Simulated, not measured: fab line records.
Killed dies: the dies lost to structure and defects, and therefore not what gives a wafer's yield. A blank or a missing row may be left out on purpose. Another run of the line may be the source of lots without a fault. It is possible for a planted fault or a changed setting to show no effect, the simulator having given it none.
A struck lot beside a sound one + flow sky130 + 44 out of 708 route steps
Sound: these wafers, L267.2, L267.3, L267.5. Struck: wafer L271.1 (left out: L271.5, a lot-mate that was not struck); the cause follows at the end.
Per side, at each step with rows, come the tool, then ch with its chambers, and then its first start. Under that, the readings that differ: sound wafers + struck wafers + difference of the means + sigmas: that difference in standard deviations of wafers without a fault.
alike: same words and numbers on both sides, and readings whose means sit less than 2 such deviations apart. not compared: any withheld reading, any reading some wafer has no value for, any bound like >300 that may hide the same value, and any number with overlapping values for which the record gives no deviation.
A row with sigmas, a row that says differs or no value, or rows on one side alone: a step with any of these is where the two part. Non-overlapping numbers with no deviation appear without sigmas and do not part them. A reading that every wafer of one side lacks parts them only if that side has two wafers or more.

SKY_VIA3_CD_MEAS_12 targets a cd of 200 nm.
  sound on cd sem-01 at day 39 15:19; struck on cd sem-02 at day 40 19:56
  alike: cd nm
SKY_VIA3_OVL_MEAS_13:
  sound on overlay-02 at day 39 15:25; struck on overlay-01 at day 40 20:04
  alike: VIA3_OVL
SKY_VIA3_ETCH_14: etches BARC in N2/H2, stops on SiO2, time 45.9 s, target depth 60 nm.
  sound on rie diel-02 ch 0,2,3, day 39 15:27; struck on rie diel-03 ch 3, day 40 20:06
  alike: drypump motor current A, oes product au, throttle valve pct
  not compared: rf hours counter h
then, 7 steps without rows for these wafers: SKY_VIA3_ETCH_15 (etches SiO2 in C4F8/O2/Ar, stops on TiN, target depth 507 nm, time 78 s); SKY_VIA3_STRIP_16 (strips in O2/N2); SKY_VIA3_STRIP_17 (strips in post etch residue remover, time 1200 s); SKY_VIA3_CLEAN_18 (cleans in IPA, time 180 s); SKY_VIA3_CLEAN_19 (cleans in O3/DIW); SKY_VIA3_SPUTTER_20 (material TiN, target thk 20 nm, time 80 s); SKY_VIA3_CVD_21 (deposits W, target thk 390 nm, time 117.31 s).
SKY_VIA3_RS_MEAS_22: the measuring method here is four-point-probe.
  sound on film metro-03 at day 39 16:30; struck on film metro-03 at day 40 20:59
  alike: VIA3_W_RS
SKY_VIA3_THK_MEAS_23: measures by xrf.
  sound on film metro-03 at day 39 16:37; struck on film metro-03 at day 40 21:06
  alike: VIA3_W_THK
SKY_VIA3_CMP_24: polishes, stops on SiO2, t overpolish 20 s, target thk 0 nm.
  sound on cmp-02 ch 0,1, day 39 16:40; struck on cmp-01 ch 3, day 40 21:16
| reading                                  | sound             | struck | difference | sigmas |
|------------------------------------------|-------------------|--------|------------|--------|
| time to endpoint s (s)                   | 92 93 93          | 58     | -35        | -9     |
| model.SiO2_of_VIA3_HDPCVD_00.thk nm (nm) | 462.1 460.9 460.1 | 457.1  | -3.9       |        |
  alike: head pressure psi, motor current A, overpolish run s
then, 2 steps without rows for these wafers: SKY_METAL4_SPUTTER_00 (material Ti, target thk 15 nm, time 10 s); SKY_METAL4_SPUTTER_01 (material TiN, target thk 20 nm, time 16.7 s).
SKY_METAL4_SPUTTER_02: material AlCu, target thk 735 nm, time 39.1 s.
  sound on pvd sputter-03 at day 39 17:01; struck on pvd sputter-04 at day 40 21:30
  alike: throttle valve pct
then, 1 step without rows for these wafers: SKY_METAL4_SPUTTER_03 (material Ti, target thk 5 nm, time 3.3 s).
SKY_METAL4_SPUTTER_04: material TiN, target thk 70 nm, time 58.3 s.
  sound on pvd sputter-03 at day 39 17:04; struck on pvd sputter-04 at day 40 21:34
  alike: throttle valve pct
SKY_CAP2M_CVD_00: deposits SiO2, target thk 15.5 nm.
  sound on pecvd-03 ch 0,2, day 39 17:07; struck on pecvd-03 ch 2, day 40 21:37
  alike: heater power w, susceptor temp C
SKY_CAP2M_THK_MEAS_01:
  sound on film metro-01 at day 39 17:09; struck on film metro-04 at day 40 21:38
  alike: CAP2M_CVD_00_THK
SKY_CAP2M_SPUTTER_02: material TiN, target thk 200 nm, time 166.7 s.
  sound on pvd sputter-01 at day 39 17:12; struck on pvd sputter-01 at day 40 21:41
  alike: substrate temp c, susceptor temp C, throttle valve pct
SKY_CAP2M_RS_MEAS_03: the measuring method here is four-point-probe.
  sound on film metro-04 at day 39 17:19; struck on film metro-03 at day 40 21:48
  alike: CAP2M_TIN_RS
SKY_CAP2M_THK_MEAS_04: measures by xrf.
  sound on film metro-04 at day 39 17:26; struck on film metro-03 at day 40 21:55
  alike: CAP2M_TIN_THK
then, 7 steps without rows for these wafers: SKY_CAP2M_DEHYDRATE_05 (time 60 s); SKY_CAP2M_HMDS_06 (prime time 60 s); SKY_CAP2M_COAT_07 (resist thk 1140 nm); SKY_CAP2M_SOFTBAKE_08 (time 60 s); SKY_CAP2M_EXPOSE_09 (exposes mask CAP2M, target cd 1000 nm); SKY_CAP2M_PEB_10; SKY_CAP2M_DEVELOP_11 (develop time 60 s).
SKY_CAP2M_OVL_MEAS_12:
  sound on overlay-02 at day 40 17:17; struck on overlay-02 at day 41 21:50
  alike: CAP2M_OVL
then, 11 steps without rows for these wafers: SKY_CAP2M_METAL_ETCH_13 (etches TiN in Cl2/BCl3, stops on SiO2, target depth 220 nm, time 62.9 s); SKY_CAP2M_STRIP_14 (strips in O2/N2); SKY_CAP2M_STRIP_15 (strips in post etch residue remover, time 1200 s); SKY_CAP2M_CLEAN_16 (cleans in IPA, time 180 s); SKY_CAP2M_CLEAN_17 (cleans in O3/DIW); SKY_METAL4_DEHYDRATE_05 (time 60 s); SKY_METAL4_HMDS_06 (prime time 60 s); SKY_METAL4_COAT_07 (resist thk 60 nm); SKY_METAL4_COAT_08 (resist thk 1140 nm); SKY_METAL4_SOFTBAKE_09 (time 90 s); SKY_METAL4_EXPOSE_10 (exposes mask MM4, target cd 300 nm).
SKY_METAL4_METAL_ETCH_18: etches the open film in Cl2/BCl3, stops on SiO2, target depth 845 nm, time 183.1 s.
  sound on rie metal-01 ch 0,1, day 41 18:00; struck on rie metal-01 ch 1, day 42 22:17
| reading                                  | sound             | struck | difference | sigmas |
|------------------------------------------|-------------------|--------|------------|--------|
| model.SiO2_of_VIA3_HDPCVD_00.thk nm (nm) | 436.5 436.5 435.7 | 432.8  | -3.4       |        |
  alike: drypump motor current A, he backside leak sccm, oes product au, throttle valve pct
  not compared: rf hours counter h
-- the record jumps here: 4 days lie between the struck wafers' starts before and after (it left off in module METAL4 and takes up again in module PAD_OPEN, whose first step shown is number 708 of the route) --
SKY_PAD_OPEN_PROBE_99:
  sound on prober-02 at day 45 18:35; struck on prober-02 at day 46 19:56
| reading         | sound | struck | difference | sigmas |
|-----------------|-------|--------|------------|--------|
| killed_at_M4_up | 0 1 4 | 6      | +4         | +2     |
  alike: defect limited yield, killed_at_M0_to_M3, killed at contacts, killed at front end, killed dies, killed open, killed short, sort_bin_3_pad_short, sort_bin_5_function, sort_bin_6_memory, sort n pass, sort yield pct

WHERE THEY PART
Last at SKY_PAD_OPEN_PROBE_99 as far as this record goes, first at SKY_VIA3_CMP_24.

WHY: the cause the simulator had injected
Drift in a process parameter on cmp-01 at SKY_VIA3_CMP_24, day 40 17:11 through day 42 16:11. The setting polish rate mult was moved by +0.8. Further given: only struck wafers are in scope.
